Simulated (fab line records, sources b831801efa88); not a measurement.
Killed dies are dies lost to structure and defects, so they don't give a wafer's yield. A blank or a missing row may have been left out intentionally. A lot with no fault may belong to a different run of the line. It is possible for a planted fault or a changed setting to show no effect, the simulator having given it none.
A struck lot beside a sound one :: flow gf180mcu :: 22 out of 602 route steps
Sound: these wafers, L209.1, L209.2, L209.3. Wafers struck: L214.1, L214.2, L214.6. At the end, the cause is stated.
At each step with rows: each side's tool, then ch and its chambers, then its first start. Under that, the readings that differ: sound wafers :: struck wafers :: difference of the means :: sigmas: that difference in standard deviations of wafers without a fault.
alike: words and numbers the same on both sides, and readings whose means are apart by under 2 such deviations; not compared: readings that were withheld, readings missing a value for some wafer, numbers with overlapping values and no deviation given by the record, and bounds like >300 which may hide the same value.
A row with sigmas, a row that says differs or no value, or rows on one side alone: a step with any of these is where the two part. Numbers that don't overlap but have no deviation are shown without sigmas and don't part them. A reading missing from all wafers of one side parts the sides only when that side holds two or more wafers.

first, 5 steps without rows for these wafers: GF_MVSD_COAT_02 (resist thk 3000 nm); GF_MVSD_SOFTBAKE_03; GF_MVSD_EXPOSE_04 (exposes mask MVSD, target cd 1000 nm); GF_MVSD_PEB_05; GF_MVSD_DEVELOP_06 (develop time 60 s).
GF_MVSD_OVL_MEAS_07:
  struck on overlay-02, day 7 20:16; sound on overlay-02, day 6 06:07
  alike: MVSD_OVL
then, 2 steps without rows for these wafers: GF_MVSD_IMPLANT_08; GF_MVSD_IMPLANT_09.
GF_MVSD_STRIP_10: strips in O2/N2.
  sound on plasma asher-01 ch 0,1, day 6 06:27; struck on plasma asher-02 ch 0,1, day 7 20:35
  alike: drypump motor current A, heater power w, oes product au, strip time to endpoint s
  not compared: rf hours counter h
GF_MVSD_TW_MEAS_11:
  struck on film metro-04, day 7 20:41; sound on film metro-03, day 6 06:33
reading: MVSD_TW
sound: 1590 1591 1587
struck: 1545 1545 1547
difference: -44
sigmas: -2
then, 2 steps without rows for these wafers: GF_MVPSD_DEHYDRATE_00 (time 60 s); GF_MVPSD_HMDS_01 (prime time 60 s).
GF_MVPSD_COAT_02: resist thk 3000 nm.
  sound on litho track-01 ch 0, day 6 13:49; struck on litho track-01 ch 0, day 8 04:01
reading: model.coat_of_MVPSD_COAT_02.thk nm (nm)
sound: 2999 3012 3008
struck: 965.3 962.5 966.3
difference: -2041.6
sigmas: 
then, 3 steps without rows for these wafers: GF_MVPSD_SOFTBAKE_03; GF_MVPSD_EXPOSE_04 (exposes mask MVPSD, target cd 1000 nm); GF_MVPSD_PEB_05.
GF_MVPSD_DEVELOP_06: develop time 60 s.
  sound: litho track-01 ch 0; struck: litho track-02 ch 0
reading: model.coat_of_MVPSD_COAT_02.thk nm (nm)
sound: 2998 3011 3007
struck: 964.2 961.5 965.2
difference: -2041.7
sigmas: 
GF_MVPSD_OVL_MEAS_07:
  struck on overlay-02, day 8 11:59; sound on overlay-02, day 6 21:55
  alike: MVPSD_OVL
then, 2 steps without rows for these wafers: GF_MVPSD_IMPLANT_08; GF_MVPSD_IMPLANT_09.
GF_MVPSD_STRIP_10: strips in O2/N2.
  sound on plasma asher-04 ch 0,1, day 6 22:15; struck on plasma asher-04 ch 0,1, day 8 12:20
reading: strip time to endpoint s (s)
sound: 36.94 37.09 37.04
struck: 13.04 13.01 13.05
difference: -23.99
sigmas: -99 or more
  alike: drypump motor current A, heater power w, oes product au
  not compared: rf hours counter h
GF_MVPSD_TW_MEAS_11:
  struck on film metro-04, day 8 12:26; sound on film metro-04, day 6 22:21
  alike: MVPSD_TW

== WHERE THEY PART ==
First at GF_MVSD_TW_MEAS_11; last, within this record, at GF_MVPSD_STRIP_10. Later steps at which nothing parts them and some readings are alike: GF_MVPSD_TW_MEAS_11.

WHY: the cause the simulator had injected
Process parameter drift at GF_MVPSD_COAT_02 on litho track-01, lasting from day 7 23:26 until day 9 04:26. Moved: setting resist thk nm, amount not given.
